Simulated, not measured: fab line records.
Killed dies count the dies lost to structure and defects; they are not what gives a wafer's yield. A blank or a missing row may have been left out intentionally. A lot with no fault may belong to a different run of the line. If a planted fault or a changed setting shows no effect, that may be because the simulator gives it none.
fab line records	flow sky130
record lots=6	wafers=18	last_day=49
route steps=708 shown METAL4@621 VIA4@639 METAL5@661 PAD_OPEN@708
lots untouched by any fault: they come from a run of this same line in which no faults occurred
start_h: start of the lot's first displayed wafer, in hours after the record's first day	wait_h: hours from the lot's prior step to this one	" same as the row above	L1.1+2: a single row standing in for several wafers	- no value present, or no start provided	* or withheld: withheld	< > ~ a bound
route shown NAME@n: NAME is a module with steps in the file, n the number in the route of the first one	usual: mean/standard deviation of fault-free wafers	same: alike in all rows	chamber/n: place in a boat	sites: the reading at each site	_std_site: their standard deviation	_edge_site: outer sites' mean less inner sites'	radius_mm: for every site, how far away it sits from the centre of the wafer	mask NAME#n: copy n	behind: the last tool/chamber to shape the wafer	hold: why the lot went on hold/how many hours it stayed there/how the hold came to an end	device: whichever transistor did not switch (one of n, p or np)	end of line: the tests these same wafers got at the end of their route	step lacking rows: just its recipe	killed: the dies lost at the first sort to structure and to defects; this is not the yield of the wafer	map: shows each die of a wafer: x if killed, . if not, _ if none is there
set.NAME: the setting the step ran with; set.NAME@STEP: the setting that earlier step ran with	model.NAME: the simulator's own value behind a step, which no gauge read
lots at selected steps of the route; one table per step, one row per wafer
services: from which hour (start_h, from the record's first day; less than 0 if before it) a tool's chamber was out of use, for how many hours, and why
## steps
# step SKY_METAL4_DEHYDRATE_05
# recipe temp_c=200	time_s=60
# step SKY_METAL4_HMDS_06
# recipe prime_time_s=60	prime_temp_c=120
# step SKY_METAL4_COAT_07
# recipe resist=BARC	temp_c=withheld	time_s=withheld	spin_rpm=3000	resist_thk_nm=60
# step SKY_METAL4_COAT_08
# recipe resist=KrF-thick	spin_rpm=3000	resist_thk_nm=1140
# step SKY_METAL4_SOFTBAKE_09
# recipe temp_c=100	time_s=90	resist=KrF-thick
# step SKY_METAL4_EXPOSE_10
# recipe mask_id=MM4	na=0.68	source_shape=annular	sigma_inner=0.4	sigma_outer=0.8	target_cd_nm=300	dose_mj=28
# step SKY_METAL4_PEB_11
# recipe peb_temp_c=withheld	peb_time_s=withheld	resist=KrF-thick
# step SKY_METAL4_DEVELOP_12
# recipe develop_time_s=60	resist=KrF-thick	dev_temp_c=21
# step SKY_METAL4_CD_MEAS_13
# recipe target_cd_nm=300
# usual cd_nm=299.3/1.4
lot.wafer	tool	chamber	start_h	wait_h	cd_nm
L264.1	cd_sem-02	-	1008.84	-	297.1
L264.2	"	-	"	"	297.8
L264.5	"	-	"	"	298.6
L268.3	cd_sem-01	-	1035.06	-	300.1
L268.5	"	-	"	"	299.2
L268.6	"	-	"	"	300.3
L267.1	cd_sem-01	-	1036.17	-	298.5
L267.2	"	-	"	"	298.4
L267.3	"	-	"	"	298.3
L272.1	cd_sem-01	-	1063.99	-	300.1
L272.2	"	-	"	"	301.1
L272.3	"	-	"	"	300.1
L278.1	cd_sem-02	-	1096.86	-	300.6
L278.2	"	-	"	"	299.9
L278.5	"	-	"	"	300.0
L279.3	cd_sem-02	-	1102.40	-	299.1
L279.5	"	-	"	"	297.5
L279.6	"	-	"	"	298.9
# step SKY_METAL4_OVL_MEAS_14
# usual METAL4_OVL=3/5.9
lot.wafer	tool	chamber	start_h	wait_h	METAL4_OVL[nm]
L264.1	overlay-01	-	1008.96	0.1	1
L264.2	"	-	"	"	-6
L264.5	"	-	"	"	8
L268.3	overlay-01	-	1035.15	0.1	5
L268.5	"	-	"	"	1
L268.6	"	-	"	"	12
L267.1	overlay-01	-	1036.29	0.1	2
L267.2	"	-	"	"	-4
L267.3	"	-	"	"	-4
L272.1	overlay-02	-	1064.11	0.1	-2
L272.2	"	-	"	"	3
L272.3	"	-	"	"	-1
L278.1	overlay-02	-	1096.98	0.1	16
L278.2	"	-	"	"	0
L278.5	"	-	"	"	15
L279.3	overlay-02	-	1102.49	0.1	0
L279.5	"	-	"	"	7
L279.6	"	-	"	"	-1
# step SKY_METAL4_DESCUM_15
# recipe chemistry=O2	source_power_w=150	bias_power_w=0	pressure_mtorr=10	temp_c=40	time_s=8
# step SKY_METAL4_ETCH_16
# recipe chemistry=N2/H2	target=BARC	ion_energy_ev=200	bias_w=100	pressure_mtorr=30	n2_flow_sccm=100	h2_flow_sccm=200	icp_w=500	stop_on=SiO2	time_s=88.2	target_depth_a=600
# step SKY_METAL4_ETCH_17
# recipe target=SiO2	stop_on=TiN	chemistry=C4F8/O2/Ar	source_w=1500	bias_w=1200	pressure_mtorr=40	c4f8_flow_sccm=withheld	O2_flow_sccm=6	Ar_flow_sccm=300	time_s=3.9	target_depth_a=150
# usual oes_product_au=0.753/0.0073
lot.wafer	tool	chamber	start_h	wait_h	oes_product_au	rf_hours_counter_h
L264.1	rie_diel-02	3	1009.12	0.1	0.746	17
L264.2	"	2	"	"	0.750	22
L264.5	"	2	"	"	0.755	-
L268.3	rie_diel-01	3	1035.31	0.0	0.744	9
L268.5	"	1	"	"	0.748	-
L268.6	"	2	"	"	0.750	-
L267.1	rie_diel-03	2	1036.46	0.1	0.755	19
L267.2	"	3	"	"	0.754	17
L267.3	"	1	"	"	0.762	8
L272.1	rie_diel-01	1	1064.27	0.1	0.747	10
L272.2	"	2	"	"	0.747	8
L272.3	"	3	"	"	0.742	10
L278.1	rie_diel-01	0	1097.14	0.1	0.755	11
L278.2	"	1	"	"	0.746	11
L278.5	"	1	"	"	0.748	-
L279.3	rie_diel-01	2	1102.64	0.0	0.749	9
L279.5	"	0	"	"	0.764	-
L279.6	"	3	"	"	0.761	-
# step SKY_METAL4_METAL_ETCH_18
# recipe target_depth_a=8450	stop_on=SiO2	over_etch_frac=0.3	time_s=175.7	chemistry=Cl2/BCl3	resist_sidewall_deg=88	pressure_mtorr=10	icp_w=900	bias_w=48.5	Cl2_flow_sccm=60	bcl3_flow_sccm=30
# step SKY_METAL4_STRIP_19
# recipe chemistry=O2/N2	power_w=1400	pressure_mtorr=1500	platen_temp_c=withheld	o2_flow_sccm=3000	n2_flow_sccm=300	overash_fraction=0.5
# usual drypump_motor_current_A=5.55/0.28	oes_product_au=0.511/0.0081	strip_time_to_endpoint_s=6.74/0.15
lot.wafer	tool	chamber	start_h	wait_h	drypump_motor_current_A	oes_product_au	rf_hours_counter_h	strip_time_to_endpoint_s
L264.1	plasma_asher-02	0	1009.32	0.1	5.65	0.516	89	6.79
L264.2	"	1	"	"	5.26	0.523	89	6.78
L264.5	"	0	"	"	5.65	0.519	-	6.80
L268.3	plasma_asher-03	0	1035.54	0.1	4.99	0.508	-	6.83
L268.5	"	1	"	"	5.89	0.518	-	6.85
L268.6	"	0	"	"	5.05	0.519	-	6.77
L267.1	plasma_asher-01	0	1036.65	0.1	5.71	0.501	61	6.64
L267.2	"	1	"	"	5.64	0.514	61	6.91
L267.3	"	1	"	"	5.61	0.515	-	6.64
L272.1	plasma_asher-01	0	1064.47	0.1	5.70	0.514	64	6.97
L272.2	"	1	"	"	5.60	0.500	64	6.70
L272.3	"	0	"	"	5.70	0.520	-	6.99
L278.1	plasma_asher-02	1	1097.34	0.1	5.24	0.501	98	6.60
L278.2	"	0	"	"	5.63	0.520	98	6.96
L278.5	"	1	"	"	5.25	0.501	-	6.58
L279.3	plasma_asher-03	1	1102.87	0.1	5.90	0.523	-	6.95
L279.5	"	1	"	"	5.92	0.514	-	6.63
L279.6	"	0	"	"	5.03	0.518	-	6.93
# step SKY_METAL4_STRIP_20
# recipe chemistry=post_etch_residue_remover	time_s=1200	temp_c=72.5
# step SKY_METAL4_CLEAN_21
# recipe chemistry=IPA	time_s=180	temp_c=25
# step SKY_METAL4_CLEAN_22
# recipe chemistry=O3/DIW	dry=n2_spin
# step SKY_VIA4_HDPCVD_00
# recipe material=SiO2	target_thk_nm=1750	sigma_open_frac=0.3	time_s=291.7	temp_c=400	sih4_flow_sccm=60	pressure_mtorr=6
# step SKY_VIA4_THK_MEAS_01
# recipe reads=SiO2_of_VIA4_HDPCVD_00
# usual VIA4_HDPCVD_THK=1751/22
lot.wafer	tool	chamber	start_h	wait_h	VIA4_HDPCVD_THK[nm]
L264.1	film_metro-04	-	1010.09	0.1	1715
L264.2	"	-	"	"	1759
L264.5	"	-	"	"	1717
L268.3	film_metro-04	-	1036.40	0.1	1731
L268.5	"	-	"	"	1737
L268.6	"	-	"	"	1756
L267.1	film_metro-03	-	1037.49	0.1	1728
L267.2	"	-	"	"	1752
L267.3	"	-	"	"	1765
L272.1	film_metro-01	-	1065.24	0.1	1780
L272.2	"	-	"	"	1794
L272.3	"	-	"	"	1768
L278.1	film_metro-03	-	1098.11	0.1	1720
L278.2	"	-	"	"	1756
L278.5	"	-	"	"	1763
L279.3	film_metro-03	-	1103.67	0.1	1749
L279.5	"	-	"	"	1759
L279.6	"	-	"	"	1761
# step SKY_VIA4_CMP_02
# recipe material=SiO2	down_force_psi=4	platen_rpm=60	pad_velocity_m_s=0.94248
# usual motor_current_A=12.1/0.82
lot.wafer	tool	chamber	start_h	wait_h	motor_current_A
L264.2	cmp-01	2	1010.20	0.1	10.6
L264.1	"	3	"	"	12.2
L264.5	"	2	"	"	10.7
L268.3	cmp-02	1	1036.44	0.0	13.4
L268.6	"	1	"	"	11.7
L268.5	"	2	"	"	11.4
L267.2	cmp-02	2	1037.55	0.0	11.1
L267.1	"	3	"	"	12.4
L267.3	"	1	"	"	12.8
L272.1	cmp-02	0	1065.53	0.3	13.4
L272.3	"	2	"	"	11.6
L272.2	"	3	"	"	12.5
L278.1	cmp-01	2	1098.17	0.1	10.8
L278.2	"	0	"	"	11.6
L278.5	"	2	"	"	10.4
L279.3	cmp-01	2	1103.76	0.1	10.3
L279.5	"	1	"	"	12.9
L279.6	"	2	"	"	11.3
# step SKY_VIA4_BOW_MEAS_03
# recipe mode=bow
# usual VIA4_BOW=79/8.6
lot.wafer	tool	chamber	start_h	wait_h	VIA4_BOW[um]
L264.1	film_metro-04	-	1010.45	0.1	74
L264.2	"	-	"	"	80
L264.5	"	-	"	"	77
L268.3	film_metro-03	-	1036.78	0.3	87
L268.5	"	-	"	"	94
L268.6	"	-	"	"	89
L267.1	film_metro-01	-	1037.85	0.2	62
L267.2	"	-	"	"	68
L267.3	"	-	"	"	62
L272.1	film_metro-04	-	1065.83	0.2	99
L272.2	"	-	"	"	91
L272.3	"	-	"	"	104
L278.1	film_metro-04	-	1098.47	0.2	80
L278.2	"	-	"	"	76
L278.5	"	-	"	"	80
L279.3	film_metro-03	-	1104.05	0.2	91
L279.5	"	-	"	"	94
L279.6	"	-	"	"	99
# step SKY_VIA4_DEHYDRATE_04
# recipe temp_c=200	time_s=60
# step SKY_VIA4_HMDS_05
# recipe prime_time_s=60	prime_temp_c=120
# step SKY_VIA4_COAT_06
# recipe resist=NOVOLAK	spin_rpm=3000	resist_thk_nm=1140
# step SKY_VIA4_SOFTBAKE_07
# recipe temp_c=90	time_s=60	resist=NOVOLAK
# step SKY_VIA4_EXPOSE_08
# recipe mask_id=VIM4	na=0.6	source_shape=conventional	sigma_outer=0.6	polarization=unpolarized	target_cd_nm=800	dose_mj=132
# step SKY_VIA4_PEB_09
# recipe temp_c=withheld	time_s=*	resist=NOVOLAK
# step SKY_VIA4_DEVELOP_10
# recipe resist=NOVOLAK	developer=TMAH	develop_time_s=60	dev_temp_c=23
# step SKY_VIA4_OVL_MEAS_11
# usual VIA4_OVL=-0.5/1.4
lot.wafer	tool	chamber	start_h	wait_h	VIA4_OVL[nm]
L264.1	overlay-01	-	1032.66	0.1	0.0
L264.2	"	-	"	"	-1.1
L264.5	"	-	"	"	-2.4
L268.3	overlay-01	-	1059.48	0.1	-3.3
L268.5	"	-	"	"	-0.7
L268.6	"	-	"	"	-2.1
L267.1	overlay-02	-	1059.77	0.1	0.9
L267.2	"	-	"	"	-0.2
L267.3	"	-	"	"	-1.1
L272.1	overlay-01	-	1086.12	0.1	-0.4
L272.2	"	-	"	"	-1.6
L272.3	"	-	"	"	-1.5
L278.1	overlay-01	-	1118.46	0.1	-2.4
L278.2	"	-	"	"	-2.3
L278.5	"	-	"	"	-1.4
L279.3	overlay-01	-	1123.97	0.1	0.5
L279.5	"	-	"	"	-0.5
L279.6	"	-	"	"	-2.1
# step SKY_VIA4_ETCH_12
# recipe target=SiO2	chemistry=C4F8/O2/Ar	stop_on=TiN	mask_material=NOVOLAK	source_w=1500	bias_w=1200	pressure_mtorr=40	c4f8_flow_sccm=withheld	O2_flow_sccm=6	Ar_flow_sccm=300	time_s=withheld	target_depth_a=5800
# step SKY_VIA4_STRIP_13
# recipe chemistry=O2/N2	power_w=1400	pressure_mtorr=1500	platen_temp_c=withheld	o2_flow_sccm=3000	n2_flow_sccm=300	overash_fraction=0.5
# usual drypump_motor_current_A=5.6/0.38	oes_product_au=0.710/0.0045	strip_time_to_endpoint_s=12.82/0.034
lot.wafer	tool	chamber	start_h	wait_h	drypump_motor_current_A	oes_product_au	rf_hours_counter_h	strip_time_to_endpoint_s
L264.1	plasma_asher-04	1	1032.76	-	5.0	0.714	29	12.79
L264.2	"	0	"	"	6.0	0.710	29	12.84
L264.5	"	0	"	"	5.9	0.702	-	12.84
L268.3	plasma_asher-01	1	1059.61	-	5.6	0.714	-	12.83
L268.5	"	0	"	"	5.7	0.705	-	12.80
L268.6	"	1	"	"	5.6	0.712	-	12.85
L267.1	plasma_asher-01	1	1059.88	-	5.7	0.705	63	12.83
L267.2	"	0	"	"	5.7	0.714	63	12.88
L267.3	"	1	"	"	5.7	0.707	-	12.84
L272.1	plasma_asher-03	1	1086.23	-	5.9	0.714	2	12.77
L272.2	"	0	"	"	5.0	0.712	2	12.78
L272.3	"	1	"	"	5.9	0.709	-	12.79
L278.1	plasma_asher-03	1	1118.56	-	5.9	0.715	5	12.79
L278.2	"	0	"	"	5.1	0.713	5	12.80
L278.5	"	1	"	"	5.9	0.714	-	12.81
L279.3	plasma_asher-03	1	1124.10	-	5.9	0.711	-	12.82
L279.5	"	1	"	"	5.9	0.710	-	12.85
L279.6	"	0	"	"	5.1	0.705	-	12.82
# step SKY_VIA4_STRIP_14
# recipe chemistry=post_etch_residue_remover	time_s=1200	temp_c=72.5
# step SKY_VIA4_CLEAN_15
# recipe chemistry=IPA	time_s=180	temp_c=25
# step SKY_VIA4_CLEAN_16
# recipe chemistry=O3/DIW	dry=n2_spin
# step SKY_VIA4_SPUTTER_17
# recipe material=TiN	target_thk_nm=20	chamber_pressure_pa=5	power_w=4000	time_s=80
# usual throttle_valve_pct=30.1/0.86
lot.wafer	tool	chamber	start_h	wait_h	throttle_valve_pct
L264.1	pvd_sputter-03	-	1033.36	0.0	29.6
L264.2	"	-	"	"	31.6
L264.5	"	-	"	"	30.5
L268.3	pvd_sputter-01	-	1060.22	0.0	30.6
L268.5	"	-	"	"	30.4
L268.6	"	-	"	"	31.3
L267.1	pvd_sputter-03	-	1060.48	0.0	31.3
L267.2	"	-	"	"	29.6
L267.3	"	-	"	"	30.2
L272.1	pvd_sputter-03	-	1086.82	0.0	28.9
L272.2	"	-	"	"	30.3
L272.3	"	-	"	"	29.5
L278.1	pvd_sputter-01	-	1119.16	0.0	30.8
L278.2	"	-	"	"	30.0
L278.5	"	-	"	"	31.3
L279.3	pvd_sputter-01	-	1124.66	0.0	31.8
L279.5	"	-	"	"	30.1
L279.6	"	-	"	"	31.3
# step SKY_VIA4_CVD_18
# recipe material=W	target_thk_nm=505	time_s=152.14	temp_c=398.7	pressure_torr=40
# step SKY_VIA4_RS_MEAS_19
# recipe thk_meas_gauge=four-point-probe	reads=W_of_VIA4_CVD_18+TiN_of_VIA4_SPUTTER_17
# usual VIA4_W_RS=0.2314/0.003
lot.wafer	tool	chamber	start_h	wait_h	VIA4_W_RS[ohm/sq]
L264.1	film_metro-03	-	1033.57	0.1	0.2280
L264.2	"	-	"	"	0.2320
L264.5	"	-	"	"	0.2340
L268.3	film_metro-03	-	1060.47	0.1	0.2359
L268.5	"	-	"	"	0.2321
L268.6	"	-	"	"	0.2361
L267.1	film_metro-04	-	1060.70	0.1	0.2233
L267.2	"	-	"	"	0.2336
L267.3	"	-	"	"	0.2318
L272.1	film_metro-03	-	1087.04	0.1	0.2379
L272.2	"	-	"	"	0.2306
L272.3	"	-	"	"	0.2302
L278.1	film_metro-03	-	1119.37	0.1	0.2319
L278.2	"	-	"	"	0.2333
L278.5	"	-	"	"	0.2328
L279.3	film_metro-01	-	1124.91	0.1	0.2299
L279.5	"	-	"	"	0.2297
L279.6	"	-	"	"	0.2366
# step SKY_VIA4_THK_MEAS_20
# recipe thk_meas_gauge=xrf	reads=W_of_VIA4_CVD_18
# usual VIA4_W_THK=501/8.3
lot.wafer	tool	chamber	start_h	wait_h	VIA4_W_THK[nm]
L264.1	film_metro-03	-	1033.69	0.1	511
L264.2	"	-	"	"	502
L264.5	"	-	"	"	495
L268.3	film_metro-03	-	1060.57	0.1	497
L268.5	"	-	"	"	505
L268.6	"	-	"	"	498
L267.1	film_metro-04	-	1060.82	0.1	512
L267.2	"	-	"	"	489
L267.3	"	-	"	"	491
L272.1	film_metro-03	-	1087.16	0.1	495
L272.2	"	-	"	"	510
L272.3	"	-	"	"	509
L278.1	film_metro-03	-	1119.49	0.1	499
L278.2	"	-	"	"	499
L278.5	"	-	"	"	501
L279.3	film_metro-01	-	1125.01	0.1	515
L279.5	"	-	"	"	513
L279.6	"	-	"	"	500
# step SKY_VIA4_CMP_21
# recipe stop_on=SiO2	t_overpolish_s=25	down_force_psi=3.5	platen_rpm=60	target_thk_nm=0	pad_velocity_m_s=0.94248
# step SKY_METAL5_SPUTTER_00
# recipe material=Ti	target_thk_nm=15	power_w=3000	time_s=10	chamber_pressure_pa=0.4
# step SKY_METAL5_SPUTTER_01
# recipe material=TiN	target_thk_nm=20	power_w=6500	time_s=16.7	chamber_pressure_pa=0.4
# usual throttle_valve_pct=29.9/1.1
lot.wafer	tool	chamber	start_h	wait_h	throttle_valve_pct
L264.1	pvd_sputter-03	-	1034.07	0.0	31.5
L264.2	"	-	"	"	29.5
L264.5	"	-	"	"	28.5
L268.3	pvd_sputter-02	-	1060.93	0.0	27.6
L268.5	"	-	"	"	29.1
L268.6	"	-	"	"	27.5
L267.1	pvd_sputter-01	-	1061.20	0.0	31.7
L267.2	"	-	"	"	30.7
L267.3	"	-	"	"	30.2
L272.1	pvd_sputter-01	-	1087.94	0.0	31.2
L272.2	"	-	"	"	30.2
L272.3	"	-	"	"	30.7
L278.1	pvd_sputter-03	-	1119.88	0.0	29.6
L278.2	"	-	"	"	31.2
L278.5	"	-	"	"	29.4
L279.3	pvd_sputter-03	-	1125.51	0.0	31.4
L279.5	"	-	"	"	31.4
L279.6	"	-	"	"	29.7
# step SKY_PAD_OPEN_PROBE_99
# usual defect_limited_yield=82.2/2.2	killed_at_M0_to_M3=45/7.1	killed_at_M4_up=3.0/1.8	killed_at_contacts=24/5.4	killed_at_front_end=16/4.9	killed_at_other=0.3/0.63	killed_dies=88/11	killed_open=47/7.4	killed_short=40/7	sort_bin_3_pad_short=1.0/0.43	sort_bin_5_function=10.6/1.7	sort_bin_6_memory=6.3/1.1	sort_n_pass=404/11	sort_yield_pct=82.2/2.2
# same gross_dies=492	killed_at_back_side=0	sort_bin_4_leakage[%]=0	sort_bin_8_speed[%]=0
lot.wafer	tool	chamber	start_h	wait_h	defect_limited_yield[%]	killed_at_M0_to_M3	killed_at_M4_up	killed_at_contacts	killed_at_front_end	killed_at_other	killed_dies	killed_open	killed_short	sort_bin_3_pad_short[%]	sort_bin_5_function[%]	sort_bin_6_memory[%]	sort_n_pass	sort_yield_pct[%]	model.etest.tester.sort_n_pass	model.etest.tester.sort_yield_pct	model.etest.tester.sort_bin_5_pct	model.etest.tester.sort_bin_3_pct
L268.3	prober-02	-	1125.72	0.2	84.3	48	2	15	11	1	77	44	33	1.2	9.1	5.3	415	84.3	415	84.35	9.146	1.22
L268.5	prober-02	-	1125.82	0.2	84.1	41	1	24	11	1	78	32	46	0.8	11.0	4.1	414	84.1	414	84.15	10.98	0.813
L268.6	prober-02	-	1125.87	0.2	81.5	56	3	22	10	0	91	53	38	1.8	9.8	6.9	401	81.5	401	81.5	9.756	1.829
L267.1	prober-01	-	1126.62	0.1	80.9	48	1	30	15	0	94	50	44	2.2	10.2	6.7	398	80.9	398	80.89	10.16	2.236
L267.2	prober-01	-	1126.67	0.1	82.7	48	5	15	17	0	85	42	43	1.8	10.0	5.5	407	82.7	407	82.72	9.959	1.829
L267.3	prober-01	-	1126.72	0.2	82.3	44	3	19	21	0	87	48	39	0.6	10.2	6.9	405	82.3	405	82.32	10.16	0.6098
L272.1	prober-01	-	1150.35	0.1	80.7	47	2	22	23	1	95	46	49	0.8	13.2	5.3	397	80.7	397	80.69	13.21	0.813
L272.2	prober-01	-	1150.40	0.1	82.9	41	4	23	16	0	84	50	34	1.0	9.8	6.3	408	82.9	408	82.93	9.756	1.016
L272.3	prober-01	-	1150.45	0.2	81.5	46	5	23	17	0	91	46	44	0.8	10.2	7.5	401	81.5	401	81.5	10.16	0.813
L278.1	prober-01	-	1177.64	0.1	82.3	37	24	16	10	0	87	29	35	2.8	8.7	6.1	405	82.3	405	82.32	8.74	2.846
L278.2	prober-01	-	1177.69	0.1	71.7	42	65	20	12	0	139	35	42	4.1	17.1	7.1	353	71.7	353	71.75	17.07	4.065
L278.5	prober-01	-	1177.84	0.2	71.1	37	75	21	9	0	142	39	32	5.9	17.3	5.7	350	71.1	350	71.14	17.28	5.894
L279.3	prober-02	-	1182.30	0.2	74.4	50	33	25	18	0	126	42	52	3.5	14.4	7.7	366	74.4	366	74.39	14.43	3.455
L279.5	prober-02	-	1182.40	0.2	78.3	42	28	25	12	0	107	38	45	2.8	13.0	5.9	385	78.3	385	78.25	13.01	2.846
L279.6	prober-02	-	1182.45	0.2	68.7	35	73	21	25	0	154	54	31	4.1	19.3	7.9	338	68.7	338	68.7	19.31	4.065
# killed by level:class
L268.3 VIA1:geometric_particle:open=11 VIA3:geometric_particle:open=9 VIA2:geometric_particle:open=7 METAL2:geometric_particle:short=6 CONTACT:geometric_particle:short=5 CONTACT:geometric_particle:open=4 METAL1:geometric_particle:short=4 FIELD_ISO:geometric_particle:short=3
L268.5 METAL1:geometric_particle:short=11 CONTACT:geometric_particle:open=8 LI_CONTACT:geometric_particle:open=7 VIA1:geometric_particle:open=6 VIA1:geometric_particle:short=5 METAL2:geometric_particle:short=5 VIA3:geometric_particle:open=5 CONTACT:geometric_particle:short=4
L268.6 VIA1:geometric_particle:open=11 CONTACT:geometric_particle:open=10 LI_CONTACT:geometric_particle:open=7 VIA3:geometric_particle:open=7 METAL1:geometric_particle:short=7 METAL2:geometric_particle:short=7 VIA2:geometric_particle:open=6 CONTACT:geometric_particle:short=5
L267.1 CONTACT:geometric_particle:open=10 VIA1:geometric_particle:open=10 LI_CONTACT:geometric_particle:open=8 VIA3:geometric_particle:short=8 CONTACT:geometric_particle:short=7 VIA2:geometric_particle:open=7 FIELD_ISO:geometric_particle:open=6 METAL1:geometric_particle:short=5
L267.2 VIA1:geometric_particle:open=10 VIA3:geometric_particle:open=7 FIELD_ISO:geometric_particle:short=6 LI_CONTACT:geometric_particle:open=6 VIA1:geometric_particle:short=6 FIELD_ISO:geometric_particle:open=5 METAL3:geometric_particle:short=5 METAL1:geometric_particle:short=4
L267.3 VIA1:geometric_particle:open=10 CONTACT:geometric_particle:open=9 METAL1:geometric_particle:short=5 METAL2:geometric_particle:short=5 VIA2:geometric_particle:open=5 METAL3:geometric_particle:short=5 VIA3:geometric_particle:open=5 FIELD_ISO:geometric_particle:short=4
L272.1 METAL1:geometric_particle:short=10 POLY_GATE:geometric_particle:open=9 CONTACT:geometric_particle:open=7 CONTACT:geometric_particle:short=7 LI_CONTACT:geometric_particle:open=6 VIA2:geometric_particle:open=6 VIA1:geometric_particle:short=6 VIA1:geometric_particle:open=6
L272.2 VIA2:geometric_particle:open=10 CONTACT:geometric_particle:open=9 VIA1:geometric_particle:short=8 FIELD_ISO:geometric_particle:open=7 LI_CONTACT:geometric_particle:open=7 VIA1:geometric_particle:open=6 VIA2:geometric_particle:short=4 METAL1:geometric_particle:short=4
L272.3 VIA1:geometric_particle:open=11 CONTACT:geometric_particle:open=8 VIA2:geometric_particle:open=8 LI_CONTACT:geometric_particle:open=7 METAL1:geometric_particle:short=7 FIELD_ISO:geometric_particle:short=5 POLY_GATE:geometric_particle:short=5 METAL4:geometric_particle:short=5
L278.1 METAL4:unspecified=23 VIA1:geometric_particle:open=11 LI_CONTACT:geometric_particle:open=7 VIA1:geometric_particle:short=6 METAL1:geometric_particle:short=6 FIELD_ISO:geometric_particle:short=3 SONOS_ONO:geometric_particle:short=3 LOCAL_INTERCONNECT:geometric_particle:short=3
L278.2 METAL4:unspecified=62 METAL2:geometric_particle:short=9 LI_CONTACT:geometric_particle:open=8 VIA3:geometric_particle:open=7 CONTACT:geometric_particle:short=6 VIA1:geometric_particle:open=6 FIELD_ISO:geometric_particle:open=4 FIELD_ISO:geometric_particle:short=4
L278.5 METAL4:unspecified=71 VIA1:geometric_particle:open=12 CONTACT:geometric_particle:open=9 VIA2:geometric_particle:open=8 FIELD_ISO:geometric_particle:short=5 LI_CONTACT:geometric_particle:open=5 LI_CONTACT:geometric_particle:short=4 METAL1:geometric_particle:short=4
L279.3 METAL4:unspecified=31 VIA1:geometric_particle:open=9 METAL1:geometric_particle:short=8 CONTACT:geometric_particle:short=8 VIA3:geometric_particle:open=6 VIA1:geometric_particle:short=6 CONTACT:geometric_particle:open=5 VIA3:geometric_particle:short=5
L279.5 METAL4:unspecified=24 VIA1:geometric_particle:open=12 CONTACT:geometric_particle:open=7 VIA2:geometric_particle:open=7 CONTACT:geometric_particle:short=6 METAL1:geometric_particle:short=6 VIA1:geometric_particle:short=6 FIELD_ISO:geometric_particle:short=5
L279.6 METAL4:unspecified=69 POLY_GATE:geometric_particle:open=7 LI_CONTACT:geometric_particle:open=7 CONTACT:geometric_particle:open=7 VIA1:geometric_particle:open=7 METAL2:geometric_particle:open=6 METAL2:geometric_particle:short=6 FIELD_ISO:geometric_particle:open=5
# map L278.5 (x killed, . not)
__________.......x.x_________
________...........xx._______
______......x.x........._____
_____.........x.......x..____
____.x.xx.x..x...x.......x___
___........x..x.....x......__
__...............x.........._
_xxx........x.xx......x..x...
_.x.....xxxxxx.xx....x...x..x
_......x.xxxxxxx.x......x..x.
_...xx..xxxxxxxx..x..x...xx..
_.x..x.xxxxxxxxx...xx...x....
_.x..x.xxxxxxxxxx.x..........
_.x.....xxxxxxxx.x......x....
_......xxxxxxxxxx.........x..
__...x.x.xxxxxxxx..........._
___.........x......x.xxx...__
____...x..................___
_____.x....x....xx.......____
______x...x.........x..._____
________x............._______
__________x.xx...xx._________
# map L279.6 (x killed, . not)
__________.....x...._________
________x.x.....x....._______
______...x.........x..x._____
_____...........x..x..x..____
____.x.....xx....x.x......___
___.xx.x..........x........__
__xx........x..x.x....x.x..._
_..xxx..............x........
_....x.............x.x.......
_..........x..xxxx.......x.xx
_.x.......x.xxxx.x.x..xx..xx.
_....x.x...xxxxxxxxx.x.......
_.x.......xxxxxxxxx..x.xx....
_.x....x.xxxxxxxxxx.x........
_.......x.xxxxxxxx.x.x.....x.
__...xx..xxxxxxxxx.......x.x_
___.x.x.xxxxxxxxx...xxx....__
____x.xxx...x.xxxx..x.....___
_____.....x.xx.x......xxx____
______.x...x.....x...x.._____
________.......x......_______
__________...x....x._________
## services
tool	chamber	start_h	hours	kind
rie_diel-01	2	996.62	12.7	repair
plasma_asher-02	-	997.67	5.9	repair
plasma_asher-01	-	1001.45	5.4	repair
cmp-01	-	1002.77	0.5	repair
pvd_sputter-01	-	1007.24	0.7	repair
cmp-01	-	1007.35	0.9	repair
pvd_sputter-02	-	1012.24	4.2	repair
cmp-02	-	1017.92	1.8	repair
pvd_sputter-01	1	1025.22	-	consumable_replace:kit
cmp-01	-	1025.25	1.5	repair
pvd_sputter-02	-	1036.83	2.9	repair
plasma_asher-01	-	1038.69	1.6	repair
plasma_asher-04	-	1052.34	10.4	repair
plasma_asher-03	-	1055.25	9.0	pm
cmp-01	-	1065.04	5.6	pm
pvd_sputter-02	-	1079.05	4.1	repair
cmp-01	-	1084.00	4.0	pm
cmp-02	-	1099.38	2.0	repair
plasma_asher-02	-	1110.91	3.2	repair
pvd_sputter-03	3	1114.48	-	consumable_replace:kit
pvd_sputter-03	3	1114.48	18.0	scheduled_down
pvd_sputter-03	3	1114.48	18.0	vent_cycle
rie_diel-02	-	1120.80	14.6	pm
rie_diel-03	3	1123.96	1.6	repair
## key
first_sign step=SKY_PAD_OPEN_PROBE_99	reading=killed_at_M4_up	direction=up	sigmas=25	usual=3.0	struck=49.7
effect step=SKY_PAD_OPEN_PROBE_99	reading=sort_bin_3_pad_short	direction=up	sigmas=6.8	usual=1.0	struck=3.9
model_effect step=SKY_PAD_OPEN_PROBE_99	value=etest.tester.sort_n_pass	without=407.8	struck=366.2
met_at SKY_METAL4_ETCH_17
struck_wafers L278.1,L278.2,L278.5,L279.3,L279.5,L279.6
onset_between 1064.27 1097.14
also_fits time
fault kind=chamber_particle_source	tool=rie_diel-01	chamber=-	onset_h=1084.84	steps=SKY_METAL4_ETCH_17	rate_per_visit_cm2=1.6222	end_h=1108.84
